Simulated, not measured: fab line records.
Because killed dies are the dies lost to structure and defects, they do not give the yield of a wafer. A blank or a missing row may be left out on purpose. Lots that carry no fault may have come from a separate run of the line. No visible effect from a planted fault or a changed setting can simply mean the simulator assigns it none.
The tool behind it: which one? || flow gf180mcu || Sampling: 14 lots, 42 wafers, 4 of 602 route steps

WHAT THE GAUGES READ, wafer by wafer
GF_HV_LDD_OVL_MEAS_20. Usual: HV_LDD_01_OVL 1.0 nm, standard deviation 1.4.
{"lot": "L543", "measured": "day 10 20:48", "on": "overlay-02", "HV_LDD_01_OVL (nm)": "0.3 2.5 0.4", "flag": ""}
{"lot": "L544", "measured": "day 11 02:25", "on": "overlay-01", "HV_LDD_01_OVL (nm)": "-0.9 -0.4 0.0", "flag": ""}
{"lot": "L546", "measured": "day 12 00:47", "on": "overlay-01", "HV_LDD_01_OVL (nm)": "2.7 2.4 5.0", "flag": ""}
{"lot": "L547", "measured": "day 12 04:34", "on": "overlay-01", "HV_LDD_01_OVL (nm)": "2.3 1.4 1.9", "flag": ""}
{"lot": "L550", "measured": "day 12 23:14", "on": "overlay-02", "HV_LDD_01_OVL (nm)": "0.7 1.8 0.7", "flag": ""}
{"lot": "L551", "measured": "day 13 04:19", "on": "overlay-01", "HV_LDD_01_OVL (nm)": "0.9 2.2 -0.4", "flag": ""}
{"lot": "L552", "measured": "day 13 15:05", "on": "overlay-01", "HV_LDD_01_OVL (nm)": "2.0 2.0 2.0", "flag": ""}
{"lot": "L556", "measured": "day 14 23:40", "on": "overlay-01", "HV_LDD_01_OVL (nm)": "-1.9 -0.3 -0.3", "flag": ""}
{"lot": "L557", "measured": "day 15 05:35", "on": "overlay-02", "HV_LDD_01_OVL (nm)": "3.8 3.4 2.4", "flag": ""}
{"lot": "L558", "measured": "day 15 13:50", "on": "overlay-02", "HV_LDD_01_OVL (nm)": "0.3 -0.2 1.8", "flag": ""}
{"lot": "L559", "measured": "day 15 19:07", "on": "overlay-02", "HV_LDD_01_OVL (nm)": "0.1 0.4 3.3", "flag": ""}
{"lot": "L562", "measured": "day 16 22:53", "on": "overlay-01", "HV_LDD_01_OVL (nm)": "3.5 -0.5 -0.6", "flag": ""}
{"lot": "L565", "measured": "day 17 15:40", "on": "overlay-02", "HV_LDD_01_OVL (nm)": "2.8 2.5 0.6", "flag": ""}
{"lot": "L566", "measured": "day 17 23:56", "on": "overlay-01", "HV_LDD_01_OVL (nm)": "-0.6 2.0 -0.2", "flag": ""}

GF_HV_LDD_RS_MEAS_53: uses a four-point probe to measure. Usual: HV_LDD_RS 418.6 ohm/sq, standard deviation 1.1.
{"lot": "L543", "measured": "day 12 11:50", "on": "filmMetro-01", "HV_LDD_RS (ohm/sq)": "418.1 418.7 418.2", "flag": ""}
{"lot": "L544", "measured": "day 12 18:05", "on": "filmMetro-04", "HV_LDD_RS (ohm/sq)": "418.9 419.3 418.7", "flag": ""}
{"lot": "L546", "measured": "day 13 17:38", "on": "filmMetro-02", "HV_LDD_RS (ohm/sq)": "416.0 416.9 416.6", "flag": ""}
{"lot": "L547", "measured": "day 13 21:32", "on": "filmMetro-04", "HV_LDD_RS (ohm/sq)": "416.3 418.0 416.6", "flag": ""}
{"lot": "L550", "measured": "day 14 17:11", "on": "filmMetro-01", "HV_LDD_RS (ohm/sq)": "416.6 417.3 416.9", "flag": ""}
{"lot": "L551", "measured": "day 14 22:42", "on": "filmMetro-02", "HV_LDD_RS (ohm/sq)": "418.7 418.2 418.1", "flag": ""}
{"lot": "L552", "measured": "day 15 10:08", "on": "filmMetro-01", "HV_LDD_RS (ohm/sq)": "418.2 417.7 419.4", "flag": ""}
{"lot": "L556", "measured": "day 16 20:17", "on": "filmMetro-01", "HV_LDD_RS (ohm/sq)": "425.4 425.2 424.4", "flag": "OFF"}
{"lot": "L557", "measured": "day 17 03:05", "on": "filmMetro-01", "HV_LDD_RS (ohm/sq)": "424.4 423.0 424.2", "flag": "OFF"}
{"lot": "L558", "measured": "day 17 11:41", "on": "filmMetro-01", "HV_LDD_RS (ohm/sq)": "420.9 420.0 420.4", "flag": ""}
{"lot": "L559", "measured": "day 17 16:29", "on": "filmMetro-02", "HV_LDD_RS (ohm/sq)": "418.2 418.0 418.9", "flag": ""}
{"lot": "L562", "measured": "day 18 23:20", "on": "filmMetro-02", "HV_LDD_RS (ohm/sq)": "418.3 418.8 418.4", "flag": ""}
{"lot": "L565", "measured": "day 19 15:58", "on": "filmMetro-02", "HV_LDD_RS (ohm/sq)": "417.7 418.1 418.0", "flag": ""}
{"lot": "L566", "measured": "day 20 00:55", "on": "filmMetro-01", "HV_LDD_RS (ohm/sq)": "417.8 417.3 419.3", "flag": ""}

GF_NSD_CD_MEAS_07: target cd 400 nm. Usual: cdNm at 400.3 nm, with a standard deviation of 2.8.
{"lot": "L543", "measured": "day 13 12:07", "on": "cdSem-02", "cdNm (nm)": "393.7 396.8 396.5", "flag": ""}
{"lot": "L544", "measured": "day 13 16:51", "on": "cdSem-01", "cdNm (nm)": "403.6 406.1 407.0", "flag": ""}
{"lot": "L546", "measured": "day 14 16:39", "on": "cdSem-02", "cdNm (nm)": "403.6 406.3 402.3", "flag": ""}
{"lot": "L547", "measured": "day 14 21:05", "on": "cdSem-01", "cdNm (nm)": "400.3 400.7 398.7", "flag": ""}
{"lot": "L550", "measured": "day 15 16:43", "on": "cdSem-01", "cdNm (nm)": "399.0 399.5 399.2", "flag": ""}
{"lot": "L551", "measured": "day 15 22:51", "on": "cdSem-02", "cdNm (nm)": "403.1 402.9 401.7", "flag": ""}
{"lot": "L552", "measured": "day 16 10:55", "on": "cdSem-01", "cdNm (nm)": "399.8 398.3 401.1", "flag": ""}
{"lot": "L556", "measured": "day 17 21:38", "on": "cdSem-01", "cdNm (nm)": "396.5 397.9 398.3", "flag": ""}
{"lot": "L557", "measured": "day 18 04:47", "on": "cdSem-01", "cdNm (nm)": "400.7 399.2 399.3", "flag": ""}
{"lot": "L558", "measured": "day 18 15:05", "on": "cdSem-01", "cdNm (nm)": "400.7 401.9 400.3", "flag": ""}
{"lot": "L559", "measured": "day 18 20:17", "on": "cdSem-01", "cdNm (nm)": "402.5 403.9 402.8", "flag": ""}
{"lot": "L562", "measured": "day 20 04:04", "on": "cdSem-01", "cdNm (nm)": "400.8 401.9 399.9", "flag": ""}
{"lot": "L565", "measured": "day 20 18:43", "on": "cdSem-02", "cdNm (nm)": "403.5 404.2 402.6", "flag": ""}
{"lot": "L566", "measured": "day 21 03:18", "on": "cdSem-02", "cdNm (nm)": "398.8 398.5 400.1", "flag": ""}

EACH LOT AND THE TOOL THAT RAN IT (in order: tool; ch and the chambers of the sampled wafers; start)
{"lot": "L543", "GF_HV_LDD_IMPLANT_36": "implanter-04 ch 0, day 11 16:19"}
{"lot": "L544", "GF_HV_LDD_IMPLANT_36": "implanter-04 ch 0, day 11 21:31"}
{"lot": "L546", "GF_HV_LDD_IMPLANT_36": "implanter-04 ch 0, day 12 20:39"}
{"lot": "L547", "GF_HV_LDD_IMPLANT_36": "implanter-03 ch 0, day 13 00:45"}
{"lot": "L550", "GF_HV_LDD_IMPLANT_36": "implanter-02 ch 0, day 13 20:00"}
{"lot": "L551", "GF_HV_LDD_IMPLANT_36": "implanter-03 ch 0, day 14 01:16"}
{"lot": "L552", "GF_HV_LDD_IMPLANT_36": "implanter-02 ch 0, day 14 12:08"}
{"lot": "L556", "GF_HV_LDD_IMPLANT_36": "implanter-03 ch 0, day 15 22:08"}
{"lot": "L557", "GF_HV_LDD_IMPLANT_36": "implanter-03 ch 0, day 16 03:54"}
{"lot": "L558", "GF_HV_LDD_IMPLANT_36": "implanter-04 ch 0, day 16 12:24"}
{"lot": "L559", "GF_HV_LDD_IMPLANT_36": "implanter-04 ch 0, day 16 17:49"}
{"lot": "L562", "GF_HV_LDD_IMPLANT_36": "implanter-04 ch 0, day 17 23:09"}
{"lot": "L565", "GF_HV_LDD_IMPLANT_36": "implanter-02 ch 0, day 18 15:11"}
{"lot": "L566", "GF_HV_LDD_IMPLANT_36": "implanter-03 ch 0, day 18 23:58"}
- GF_HV_LDD_IMPLANT_36

AS READ BY THE TOOLS THEMSELVES (means over the sampled wafers that have a number; for cases with no such wafer, the mark the record gives instead)
GF_HV_LDD_IMPLANT_36. Usual: doseIonsCm2 7.5e+12, standard deviation 8.6e+09; faradayCurrentUA 42.3, standard deviation 0.83.
{"lot": "L543", "tool": "implanter-04", "doseIonsCm2": 7.5e+12, "faradayCurrentUA": 41.9, "flag": ""}
{"lot": "L544", "tool": "implanter-04", "doseIonsCm2": 7.5e+12, "faradayCurrentUA": 42.8, "flag": ""}
{"lot": "L546", "tool": "implanter-04", "doseIonsCm2": 7.5e+12, "faradayCurrentUA": 42.0, "flag": ""}
{"lot": "L547", "tool": "implanter-03", "doseIonsCm2": 7.5e+12, "faradayCurrentUA": 42.0, "flag": ""}
{"lot": "L550", "tool": "implanter-02", "doseIonsCm2": 7.5e+12, "faradayCurrentUA": 41.9, "flag": ""}
{"lot": "L551", "tool": "implanter-03", "doseIonsCm2": 7.5e+12, "faradayCurrentUA": 42.5, "flag": ""}
{"lot": "L552", "tool": "implanter-02", "doseIonsCm2": 7.5e+12, "faradayCurrentUA": 41.6, "flag": ""}
{"lot": "L556", "tool": "implanter-03", "doseIonsCm2": 5.8e+12, "faradayCurrentUA": 32.4, "flag": "OFF"}
{"lot": "L557", "tool": "implanter-03", "doseIonsCm2": 5.8e+12, "faradayCurrentUA": 32.2, "flag": "OFF"}
{"lot": "L558", "tool": "implanter-04", "doseIonsCm2": 7.5e+12, "faradayCurrentUA": 42.6, "flag": ""}
{"lot": "L559", "tool": "implanter-04", "doseIonsCm2": 7.5e+12, "faradayCurrentUA": 42.9, "flag": ""}
{"lot": "L562", "tool": "implanter-04", "doseIonsCm2": 7.5e+12, "faradayCurrentUA": 42.0, "flag": ""}
{"lot": "L565", "tool": "implanter-02", "doseIonsCm2": 7.5e+12, "faradayCurrentUA": 42.2, "flag": ""}
{"lot": "L566", "tool": "implanter-03", "doseIonsCm2": 7.5e+12, "faradayCurrentUA": 42.0, "flag": ""}

THE ANSWER, worked out from the rows above alone
Rule: lot off if the mean of its wafers having a number is beyond 3 standard deviations from the usual mean. A lot without any number at a reading at which 4 lots or more have one is off too. All remaining lots with rows at the step are treated as sound. After the gauges, taken in route order, come the tools' own readings; for these a lot's mean is taken, as printed above. The first step at which some lot is off is used, and at that step the reading that is off furthest; a lot without a number counts as furthest.
Off: L556, L557, seen at GF_HV_LDD_RS_MEAS_53 (HV_LDD_RS).
A tool fits if, at a process step before that reading, it ran every lot that is off, and no sound lot after the first of them. The gauges at GF_HV_LDD_RS_MEAS_53 aren't tried: what is off there is off at GF_HV_LDD_IMPLANT_36 too, on other tools, and a gauge's error can't cause that. None of those tried fits.

WHAT WAS PUT IN BY THE SIMULATOR
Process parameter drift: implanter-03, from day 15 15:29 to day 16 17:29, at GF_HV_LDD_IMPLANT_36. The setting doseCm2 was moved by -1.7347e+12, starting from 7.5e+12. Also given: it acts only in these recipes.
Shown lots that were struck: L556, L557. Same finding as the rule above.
